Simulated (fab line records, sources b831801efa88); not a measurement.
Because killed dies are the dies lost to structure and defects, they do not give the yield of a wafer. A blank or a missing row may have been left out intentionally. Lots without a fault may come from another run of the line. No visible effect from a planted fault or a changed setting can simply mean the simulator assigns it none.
fab line records	flow gf180mcu	part 1 of 2: steps 1 to 26 of 37
record: lots: 5	wafers: 15	last_day: 34
route steps=602 shown STI@2 DNWELL@32
lots that met no fault: taken from a fault-free run of the same line
start_h: start of the lot's first displayed wafer, in hours after the record's first day	wait_h: hours elapsed since this lot's preceding step	" unchanged from the row above	L1.1+2: a single row standing in for several wafers	- either no value or no given start	* or withheld: withheld	< > ~ a bound
route shown NAME@n: a module of which the file shows steps, and the number in the route of the first	usual: mean/standard deviation taken from wafers without a fault	same: alike in all rows	chamber/n: place in a boat	sites: per-site readings	_std_site: the standard deviation of these	_edge_site: the outer-site mean with the inner-site mean subtracted	radius_mm: for every site, how far away it sits from the centre of the wafer	mask NAME#n: copy n	behind: the tool/chamber that last shaped the wafer	hold: the reason the lot was held/the length of the hold in hours/how it ended	device: names the non-switching transistor (n, p or np)	end of line: tests run on the same wafers once the route is complete	a step without rows: its recipe alone	killed: dies lost to structure and defects at the first sort, not the wafer's yield	map: per-die view of a wafer (x killed, . not killed, _ where there is no die)
set.NAME: the setting that was run; set.NAME@STEP: the one run at that earlier step	model.NAME: the simulator's own value behind a step, which no gauge read
a table for each step, a row for each wafer; lots at some steps of the route
services: a tool's chamber out of use, with start hour (start_h, from the record's first day; less than 0 if before it), hours out, and reason
== steps ==
step: GF_STI_OXIDATION_01
recipe: temp_c: 900	ambient: O2	stabilise_s: 600	purge_s: 300	target_thk_a: 100	ox_time_s: 1418
lot.wafer	tool	chamber	start_h	wait_h
L080.1+5+6	furnace-01	0	40.12	0.1
L081.2+3+4	furnace-02	0	45.98	0.9
L082.2+4+6	furnace-02	0	51.61	1.6
L086.2+3+5	furnace-01	0	70.12	0.1
L094.3+4+5	furnace-02	0	110.22	0.2
step: GF_STI_THK_MEAS_02
recipe: reads: SiO2_of_STI_OXIDATION_01
usual: STI_OXIDATION_THK: 9.97/0.18
lot.wafer	tool	chamber	start_h	wait_h	STI_OXIDATION_THK[nm]
L080.1	film_metro-01	-	41.51	0.0	10.11
L080.5	"	-	"	"	9.94
L080.6	"	-	"	"	10.03
L081.2	film_metro-04	-	47.39	0.0	10.06
L081.3	"	-	"	"	10.19
L081.4	"	-	"	"	10.05
L082.2	film_metro-01	-	53.02	0.0	9.82
L082.4	"	-	"	"	9.75
L082.6	"	-	"	"	9.68
L086.2	film_metro-01	-	71.52	0.0	9.91
L086.3	"	-	"	"	9.84
L086.5	"	-	"	"	9.73
L094.3	film_metro-02	-	111.67	0.1	10.40
L094.4	"	-	"	"	10.21
L094.5	"	-	"	"	10.33
step: GF_STI_CVD_03
recipe: material: Si3N4	precursor: DCS/NH3	target_thk_nm: 207.16	temp_c: 767.1	time_s: 3551	pressure_mtorr: 250
lot.wafer	tool	chamber	start_h	wait_h
L080.1+5+6	lpcvd-02	1	41.57	0.1
L081.2+3+4	lpcvd-02	0	47.44	0.0
L082.2+4+6	lpcvd-01	1	53.07	0.0
L086.2+3+5	lpcvd-02	1	71.57	0.0
L094.3+4+5	lpcvd-01	1	111.71	0.0
step: GF_STI_THK_MEAS_04
recipe: reads: Si3N4_of_STI_CVD_03
usual: STI_CVD_03_THK: 195.9/2
lot.wafer	tool	chamber	start_h	wait_h	STI_CVD_03_THK[nm]
L080.1	film_metro-04	-	43.56	0.0	198.1
L080.5	"	-	"	"	195.5
L080.6	"	-	"	"	196.8
L081.2	film_metro-04	-	49.43	0.0	196.4
L081.3	"	-	"	"	197.2
L081.4	"	-	"	"	196.9
L082.2	film_metro-02	-	55.06	0.0	196.0
L082.4	"	-	"	"	195.8
L082.6	"	-	"	"	194.4
L086.2	film_metro-01	-	73.57	0.0	195.4
L086.3	"	-	"	"	195.0
L086.5	"	-	"	"	195.6
L094.3	film_metro-01	-	114.71	0.0	194.7
L094.4	"	-	"	"	195.4
L094.5	"	-	"	"	195.3
step: GF_STI_DEHYDRATE_05
recipe: temp_c: 200	time_s: 60
usual: exhaust_pa: 44.8/0.98
lot.wafer	tool	chamber	start_h	wait_h	exhaust_pa
L080.1	litho_track-03	0	48.99	5.4	45.0
L080.5	"	0	"	"	45.3
L080.6	"	0	"	"	44.4
L081.2	litho_track-02	0	54.78	5.3	44.2
L081.3	"	0	"	"	42.8
L081.4	"	0	"	"	44.8
L082.2	litho_track-04	0	61.27	6.2	45.5
L082.4	"	0	"	"	45.1
L082.6	"	0	"	"	45.0
L086.2	litho_track-02	0	79.58	6.0	46.4
L086.3	"	0	"	"	46.4
L086.5	"	0	"	"	46.7
L094.3	litho_track-03	0	121.54	6.8	45.2
L094.4	"	0	"	"	45.2
L094.5	"	0	"	"	44.1
step: GF_STI_HMDS_06
recipe: prime_time_s: 60	prime_temp_c: 120
usual: exhaust_pa: 45.1/0.79
lot.wafer	tool	chamber	start_h	wait_h	exhaust_pa
L080.1	litho_track-03	0	49.14	0.1	45.7
L080.5	"	0	"	"	46.1
L080.6	"	0	"	"	46.2
L081.2	litho_track-02	0	54.93	0.1	46.2
L081.3	"	0	"	"	44.8
L081.4	"	0	"	"	44.8
L082.2	litho_track-04	0	61.42	0.1	44.5
L082.4	"	0	"	"	45.6
L082.6	"	0	"	"	44.3
L086.2	litho_track-02	0	79.73	0.1	45.7
L086.3	"	0	"	"	44.5
L086.5	"	0	"	"	45.0
L094.3	litho_track-03	0	121.69	0.1	45.0
L094.4	"	0	"	"	45.5
L094.5	"	0	"	"	44.8
step: GF_STI_COAT_07
recipe: resist: KrF	spin_rpm: withheld	resist_thk_nm: 700
usual: exhaust_pa: 44.9/0.76
lot.wafer	tool	chamber	start_h	wait_h	exhaust_pa
L080.1	litho_track-03	0	49.29	0.1	44.8
L080.5	"	0	"	"	44.7
L080.6	"	0	"	"	44.8
L081.2	litho_track-02	0	55.08	0.1	44.5
L081.3	"	0	"	"	46.1
L081.4	"	0	"	"	44.1
L082.2	litho_track-04	0	61.57	0.1	44.7
L082.4	"	0	"	"	44.5
L082.6	"	0	"	"	45.3
L086.2	litho_track-02	0	79.88	0.1	43.9
L086.3	"	0	"	"	44.3
L086.5	"	0	"	"	44.1
L094.3	litho_track-03	0	121.84	0.1	45.3
L094.4	"	0	"	"	45.3
L094.5	"	0	"	"	46.0
step: GF_STI_SOFTBAKE_08
recipe: temp_c: 130	time_s: 60	resist: KrF
usual: exhaust_pa: 45.0/0.89
lot.wafer	tool	chamber	start_h	wait_h	exhaust_pa
L080.1	litho_track-03	0	49.44	0.1	46.5
L080.5	"	0	"	"	45.0
L080.6	"	0	"	"	44.1
L081.2	litho_track-02	0	55.23	0.1	45.4
L081.3	"	0	"	"	44.7
L081.4	"	0	"	"	45.8
L082.2	litho_track-04	0	61.72	0.1	45.6
L082.4	"	0	"	"	46.2
L082.6	"	0	"	"	47.4
L086.2	litho_track-02	0	80.03	0.1	44.8
L086.3	"	0	"	"	44.5
L086.5	"	0	"	"	44.1
L094.3	litho_track-03	0	121.99	0.1	45.3
L094.4	"	0	"	"	45.5
L094.5	"	0	"	"	46.0
step: GF_STI_EXPOSE_09
recipe: mask_id: COMP	target_cd_nm: 220	na: 0.68	source_shape: conventional	sigma_outer: 0.6	dose_mj: 28
same: sigma_outer: 0.6
lot.wafer	tool	chamber	start_h	wait_h	mask
L080.1+5+6	krf_scanner-01	0	-	-	COMP#0
L081.2+3+4	krf_scanner-02	0	-	-	COMP#0
L082.2+4+6	krf_scanner-02	0	-	-	COMP#0
L086.2+3+5	krf_scanner-02	0	-	-	COMP#0
L094.3+4+5	krf_scanner-02	0	-	-	COMP#0
step: GF_STI_PEB_10
recipe: peb_temp_c: 135	peb_time_s: 90	resist: KrF
usual: exhaust_pa: 45.1/0.88
lot.wafer	tool	chamber	start_h	wait_h	exhaust_pa
L080.1	litho_track-04	0	-	-	45.9
L080.5	"	0	"	"	44.2
L080.6	"	0	"	"	45.3
L081.2	litho_track-02	0	-	-	44.3
L081.3	"	0	"	"	44.1
L081.4	"	0	"	"	43.3
L082.2	litho_track-02	0	-	-	45.5
L082.4	"	0	"	"	45.4
L082.6	"	0	"	"	45.8
L086.2	litho_track-03	0	-	-	45.9
L086.3	"	0	"	"	46.7
L086.5	"	0	"	"	46.7
L094.3	litho_track-02	0	-	-	45.0
L094.4	"	0	"	"	45.1
L094.5	"	0	"	"	43.7
step: GF_STI_DEVELOP_11
recipe: develop_time_s: 60	dev_temp_c: 21
usual: exhaust_pa: 44.8/0.96
lot.wafer	tool	chamber	start_h	wait_h	exhaust_pa
L080.1	litho_track-04	0	55.15	0.2	44.2
L080.5	"	0	"	"	44.7
L080.6	"	0	"	"	44.1
L081.2	litho_track-02	0	61.93	0.2	45.4
L081.3	"	0	"	"	46.2
L081.4	"	0	"	"	46.1
L082.2	litho_track-02	0	68.03	0.2	42.7
L082.4	"	0	"	"	42.5
L082.6	"	0	"	"	44.0
L086.2	litho_track-03	0	86.86	0.2	44.5
L086.3	"	0	"	"	44.4
L086.5	"	0	"	"	45.3
L094.3	litho_track-02	0	128.85	0.1	45.5
L094.4	"	0	"	"	43.0
L094.5	"	0	"	"	46.1
step: GF_STI_CD_MEAS_12
recipe: target_cd_nm: 220
usual: cd_nm: 220.3/1.3
lot.wafer	tool	chamber	start_h	wait_h	cd_nm
L080.1	cd_sem-02	-	55.30	0.1	219.3
L080.5	"	-	"	"	218.6
L080.6	"	-	"	"	218.7
L081.2	cd_sem-02	-	62.07	0.1	217.5
L081.3	"	-	"	"	217.8
L081.4	"	-	"	"	217.6
L082.2	cd_sem-02	-	68.17	0.1	219.1
L082.4	"	-	"	"	218.4
L082.6	"	-	"	"	219.0
L086.2	cd_sem-01	-	87.01	0.1	219.8
L086.3	"	-	"	"	220.2
L086.5	"	-	"	"	219.3
L094.3	cd_sem-01	-	128.99	0.1	221.3
L094.4	"	-	"	"	220.2
L094.5	"	-	"	"	219.5
step: GF_STI_ETCH_13
recipe: chemistry: CHF3/O2	stop_on: Si	over_etch_frac: 0.3	target_depth_a: 2823.1	source_w: 600	bias_w: 200	pressure_mtorr: 40	chf3_flow_sccm: 50	O2_flow_sccm: 5	time_s: 112.9
usual: drypump_motor_current_A: 5.6/0.44	oes_product_au: 0.808/0.0063	rf_fwd_power_W: 596.9/2	throttle_valve_pct: 8.803/0.0094
lot.wafer	tool	chamber	start_h	wait_h	drypump_motor_current_A	oes_product_au	rf_fwd_power_W	rf_hours_counter_h	throttle_valve_pct
L080.1	rie_diel-03	2	55.42	0.1	6.3	0.817	596.0	140	8.805
L080.5	"	3	"	"	5.4	0.809	594.5	-	8.816
L080.6	"	2	"	"	6.3	0.810	597.3	-	8.813
L081.2	rie_diel-03	2	62.17	0.1	6.3	0.809	592.9	140	8.785
L081.3	"	3	"	"	5.4	0.800	595.3	94	8.797
L081.4	"	0	"	"	5.2	0.806	595.0	-	8.822
L082.2	rie_diel-03	2	68.27	0.1	6.3	0.803	598.1	140	8.793
L082.4	"	3	"	"	5.4	0.798	596.7	-	8.797
L082.6	"	0	"	"	5.2	0.806	595.7	-	8.789
L086.2	rie_diel-02	1	87.11	0.1	5.7	0.806	599.9	7	8.802
L086.3	"	0	"	"	6.0	0.802	598.7	88	8.810
L086.5	"	0	"	"	6.0	0.808	594.3	-	8.806
L094.3	rie_diel-03	3	129.07	0.1	5.5	0.809	595.2	96	8.785
L094.4	"	0	"	"	5.2	0.810	595.7	111	8.807
L094.5	"	1	"	"	5.9	0.808	601.5	-	8.787
step: GF_STI_ETCH_14
recipe: target: Si	chemistry: HBr/Cl2/O2	target_depth_nm: 360	icp_w: 600	bias_w: 150	pressure_mtorr: 15	HBr_flow_sccm: 150	Cl2_flow_sccm: 40	O2_flow_sccm: 6	time_s: 102.9
usual: HBr_flow_sccm: 150.0/0.47	drypump_motor_current_A: 5.6/0.34	oes_product_au: 1.004/0.01	rf_fwd_power_W: 596.3/2.2	throttle_valve_pct: 25.654/0.011
lot.wafer	tool	chamber	start_h	wait_h	HBr_flow_sccm	drypump_motor_current_A	oes_product_au	rf_fwd_power_W	rf_hours_counter_h	throttle_valve_pct
L080.1	rie_si-02	2	55.50	0.0	150.8	5.5	1.017	596.2	68	25.657
L080.5	"	1	"	"	149.7	5.5	1.004	594.3	-	25.649
L080.6	"	2	"	"	150.2	5.5	1.005	598.8	-	25.649
L081.2	rie_si-01	1	62.25	0.0	150.2	4.9	0.993	595.7	5	25.669
L081.3	"	2	"	"	150.1	5.5	0.973	596.0	98	25.658
L081.4	"	3	"	"	149.9	5.5	0.985	598.6	76	25.664
L082.2	rie_si-02	3	68.35	0.0	150.2	6.3	1.012	597.7	11	25.648
L082.4	"	0	"	"	149.4	5.7	1.014	592.1	151	25.645
L082.6	"	1	"	"	150.5	5.5	1.015	593.8	-	25.636
L086.2	rie_si-02	1	87.19	0.0	150.1	5.5	1.017	593.6	59	25.634
L086.3	"	3	"	"	150.7	6.2	1.015	598.2	11	25.644
L086.5	"	3	"	"	150.1	6.2	1.013	600.5	-	25.651
L094.3	rie_si-02	1	129.15	0.0	150.3	5.6	1.018	594.2	59	25.645
L094.4	"	3	"	"	150.1	6.2	1.002	595.8	12	25.637
L094.5	"	0	"	"	149.2	5.7	1.007	596.5	-	25.654
step: GF_STI_STRIP_15
recipe: chemistry: O2/N2	power_w: 1400	pressure_mtorr: 1500	platen_temp_c: 250	o2_flow_sccm: 3000	n2_flow_sccm: 300	overash_fraction: 0.5
usual: drypump_motor_current_A: 5.6/0.36	heater_power_w: 341/43	oes_product_au: 0.385/0.0053	strip_time_to_endpoint_s: 3.73/0.068
lot.wafer	tool	chamber	start_h	wait_h	drypump_motor_current_A	heater_power_w	oes_product_au	rf_hours_counter_h	strip_time_to_endpoint_s
L080.1	plasma_asher-02	0	55.57	0.0	5.6	356	0.373	38	3.63
L080.5	"	1	"	"	5.5	258	0.389	-	3.74
L080.6	"	0	"	"	5.6	354	0.375	-	3.65
L081.2	plasma_asher-01	1	62.33	0.0	5.1	397	0.385	42	3.67
L081.3	"	1	"	"	5.1	396	0.385	-	3.83
L081.4	"	0	"	"	5.6	332	0.385	-	3.67
L082.2	plasma_asher-02	0	68.43	0.0	5.6	359	0.378	40	3.69
L082.4	"	1	"	"	5.5	269	0.389	-	3.80
L082.6	"	1	"	"	5.5	259	0.378	-	3.71
L086.2	plasma_asher-03	1	87.26	0.0	6.3	360	0.390	27	3.76
L086.3	"	0	"	"	5.5	356	0.394	-	3.77
L086.5	"	0	"	"	5.5	360	0.383	-	3.76
L094.3	plasma_asher-03	0	129.26	0.1	5.5	349	0.396	-	3.75
L094.4	"	1	"	"	6.3	344	0.380	-	3.62
L094.5	"	0	"	"	5.5	364	0.381	-	3.70
step: GF_STI_CLEAN_16
recipe: chemistry: dHF	time_s: 25	dilution: 100:1
lot.wafer	tool	chamber	start_h	wait_h
L080.1+5+6	wet_bench-04	3	55.67	0.1
L081.2+3+4	wet_bench-01	0	62.43	0.1
L082.2+4+6	wet_bench-01	1	68.53	0.1
L086.2+3+5	wet_bench-04	2	87.36	0.1
L094.3+4+5	wet_bench-02	1	129.32	0.0
step: GF_STI_WET_ETCH_17
recipe: chemistry: H3PO4	target_depth_nm: 45	temp_c: 160	target: Si3N4	time_s: 514
usual: bath_heat_duty_pct: 26.0/2.5
lot.wafer	tool	chamber	start_h	wait_h	bath_heat_duty_pct
L080.1	wet_bench-01	3	55.69	0.0	25.3
L080.5	"	3	"	"	27.5
L080.6	"	3	"	"	27.8
L081.2	wet_bench-04	3	62.44	0.0	26.6
L081.3	"	3	"	"	26.6
L081.4	"	3	"	"	25.3
L082.2	wet_bench-02	3	68.54	0.0	28.2
L082.4	"	3	"	"	25.5
L082.6	"	3	"	"	25.7
L086.2	wet_bench-02	0	87.38	0.0	26.3
L086.3	"	0	"	"	26.5
L086.5	"	0	"	"	26.4
L094.3	wet_bench-04	0	129.34	0.0	24.5
L094.4	"	0	"	"	22.9
L094.5	"	0	"	"	24.3
step: GF_STI_CLEAN_18
recipe: chemistry: SC1/SC2	mix: 1:4:20	temp_c: 70	time_s: 154.9
usual: bath_heat_duty_pct: 13.4/1.6
lot.wafer	tool	chamber	start_h	wait_h	bath_heat_duty_pct
L080.1	wet_bench-04	1	55.84	0.0	12.8
L080.5	"	1	"	"	11.6
L080.6	"	1	"	"	12.3
L081.2	wet_bench-01	1	62.59	0.0	12.9
L081.3	"	1	"	"	12.0
L081.4	"	1	"	"	11.2
L082.2	wet_bench-01	3	68.69	0.0	14.5
L082.4	"	3	"	"	14.1
L082.6	"	3	"	"	14.9
L086.2	wet_bench-01	0	87.53	0.0	14.2
L086.3	"	0	"	"	13.7
L086.5	"	0	"	"	14.6
L094.3	wet_bench-02	1	129.49	0.0	16.2
L094.4	"	1	"	"	15.9
L094.5	"	1	"	"	16.1
step: GF_STI_CLEAN_19
recipe: chemistry: dHF	time_s: 20	dilution: 100:1
lot.wafer	tool	chamber	start_h	wait_h
L080.1+5+6	wet_bench-01	1	55.89	0.0
L081.2+3+4	wet_bench-04	2	62.64	0.0
L082.2+4+6	wet_bench-02	0	68.74	0.0
L086.2+3+5	wet_bench-04	0	87.58	0.0
L094.3+4+5	wet_bench-01	2	129.54	0.0
step: GF_STI_WET_ETCH_20
recipe: chemistry: dHF	dilution: 100:1	target_depth_nm: 20	temp_c: 25	dry: ipa_marangoni	target: SiO2	time_s: 400
usual: bath_heat_duty_pct: 6.1/0.79
lot.wafer	tool	chamber	start_h	wait_h	bath_heat_duty_pct
L080.1	wet_bench-04	0	55.90	0.0	5.5
L080.5	"	0	"	"	5.3
L080.6	"	0	"	"	5.1
L081.2	wet_bench-01	0	62.66	0.0	5.9
L081.3	"	0	"	"	6.7
L081.4	"	0	"	"	6.5
L082.2	wet_bench-04	3	68.76	0.0	6.9
L082.4	"	3	"	"	6.0
L082.6	"	3	"	"	7.1
L086.2	wet_bench-02	1	87.59	0.0	7.0
L086.3	"	1	"	"	7.0
L086.5	"	1	"	"	7.1
L094.3	wet_bench-04	2	129.56	0.0	5.4
L094.4	"	2	"	"	5.6
L094.5	"	2	"	"	5.6
step: GF_STI_OXIDATION_21
recipe: temp_c: 1000	ambient: O2	stabilise_s: 600	purge_s: 300	target_thk_a: 150	ox_time_s: 458
lot.wafer	tool	chamber	start_h	wait_h
L080.1+5+6	furnace-01	0	56.51	0.5
L081.2+3+4	furnace-01	0	62.78	0.0
L082.2+4+6	furnace-02	0	68.88	0.0
L086.2+3+5	furnace-02	0	92.57	4.9
L094.3+4+5	furnace-02	0	129.68	0.0
step: GF_STI_THK_MEAS_22
recipe: reads: SiO2_of_STI_OXIDATION_21
usual: STI_OXIDATION_01_THK: 14.89/0.27
lot.wafer	tool	chamber	start_h	wait_h	STI_OXIDATION_01_THK[nm]
L080.1	film_metro-02	-	57.64	0.0	15.00
L080.5	"	-	"	"	14.94
L080.6	"	-	"	"	14.91
L081.2	film_metro-04	-	63.91	0.0	15.03
L081.3	"	-	"	"	14.91
L081.4	"	-	"	"	14.92
L082.2	film_metro-01	-	70.01	0.0	14.78
L082.4	"	-	"	"	15.14
L082.6	"	-	"	"	14.77
L086.2	film_metro-04	-	93.71	0.0	14.99
L086.3	"	-	"	"	14.97
L086.5	"	-	"	"	14.75
L094.3	film_metro-04	-	130.82	0.0	14.96
L094.4	"	-	"	"	14.97
L094.5	"	-	"	"	14.69
step: GF_STI_CVD_23
recipe: material: SiO2	target_thk_nm: 650	sigma_open_frac: 0.3	time_s: 108.3	temp_c: 600	sih4_flow_sccm: 60	pressure_mtorr: 6
lot.wafer	tool	chamber	start_h	wait_h
L080.1+5+6	hdpcvd-01	1,2,0	57.70	0.1
L081.2+3+4	hdpcvd-01	2,1,0	63.96	0.0
L082.2+4+6	hdpcvd-01	1,1,2	70.06	0.0
L086.2+3+5	hdpcvd-01	2,1,1	93.76	0.0
L094.3+4+5	hdpcvd-01	0,2,1	130.86	0.0
step: GF_STI_THK_MEAS_24
recipe: reads: SiO2_of_STI_CVD_23
usual: STI_CVD_23_THK: 653/7.9
lot.wafer	tool	chamber	start_h	wait_h	STI_CVD_23_THK[nm]
L080.1	film_metro-01	-	57.78	0.0	653
L080.5	"	-	"	"	643
L080.6	"	-	"	"	647
L081.2	film_metro-02	-	64.05	0.0	653
L081.3	"	-	"	"	653
L081.4	"	-	"	"	654
L082.2	film_metro-04	-	70.15	0.0	654
L082.4	"	-	"	"	658
L082.6	"	-	"	"	658
L086.2	film_metro-02	-	93.85	0.0	647
L086.3	"	-	"	"	661
L086.5	"	-	"	"	656
L094.3	film_metro-01	-	130.96	0.1	653
L094.4	"	-	"	"	648
L094.5	"	-	"	"	662
step: GF_STI_CMP_25
recipe: stop_on: Si3N4	t_overpolish_s: 33	down_force_psi: 4	platen_rpm: 60	target_thk_nm: 524.6	pad_velocity_m_s: 0.94248
usual: edge_zone_pressure_frac: 1.000/0.0049	motor_current_A: 12.3/0.97	overpolish_run_s: 33.000/0.0095	platen_rpm: 60.00/0.042	time_to_endpoint_s: 121/6
same: t_overpolish_s: 33
lot.wafer	tool	chamber	start_h	wait_h	edge_zone_pressure_frac	motor_current_A	overpolish_run_s	platen_rpm	time_to_endpoint_s
L080.1	cmp-02	2	57.99	0.2	0.998	12.2	33.001	60.05	128
L080.5	"	3	"	"	1.002	10.8	33.016	60.07	115
L080.6	"	0	"	"	0.997	12.0	33.009	59.98	123
L081.2	cmp-01	1	64.10	0.0	1.003	12.4	33.015	60.00	117
L081.3	"	2	"	"	1.001	11.7	32.996	59.96	124
L081.4	"	0	"	"	1.005	11.7	33.001	60.04	124
L082.4	cmp-01	0	70.30	0.1	0.987	11.3	33.006	60.02	125
L082.2	"	1	"	"	0.999	12.8	32.997	60.00	115
L082.6	"	2	"	"	0.992	11.7	33.001	59.98	123
L086.2	cmp-02	3	94.00	0.1	1.002	10.9	32.990	60.02	114
L086.3	"	0	"	"	0.999	13.0	32.997	59.95	123
L086.5	"	1	"	"	1.003	14.6	33.002	59.94	112
L094.4	cmp-01	0	131.10	0.1	1.010	11.7	32.990	59.97	130
L094.3	"	1	"	"	1.001	13.4	33.007	60.04	121
L094.5	"	2	"	"	0.996	11.5	33.002	60.00	127
step: GF_STI_WET_ETCH_26
recipe: chemistry: dHF	target_depth_nm: 94	target: SiO2	temp_c: 25	dilution: 10:1	time_s: 188
usual: bath_heat_duty_pct: 6.1/0.76
lot.wafer	tool	chamber	start_h	wait_h	bath_heat_duty_pct
L080.1	wet_bench-01	0	58.14	0.1	6.4
L080.5	"	0	"	"	7.5
L080.6	"	0	"	"	6.3
L081.2	wet_bench-04	2	64.40	0.2	6.3
L081.3	"	2	"	"	6.1
L081.4	"	2	"	"	5.7
L082.2	wet_bench-02	3	70.50	0.1	6.2
L082.4	"	3	"	"	6.1
L082.6	"	3	"	"	6.0
L086.2	wet_bench-04	3	94.20	0.1	6.4
L086.3	"	3	"	"	7.1
L086.5	"	3	"	"	7.1
L094.3	wet_bench-01	3	131.30	0.1	5.8
L094.4	"	3	"	"	6.4
L094.5	"	3	"	"	6.3
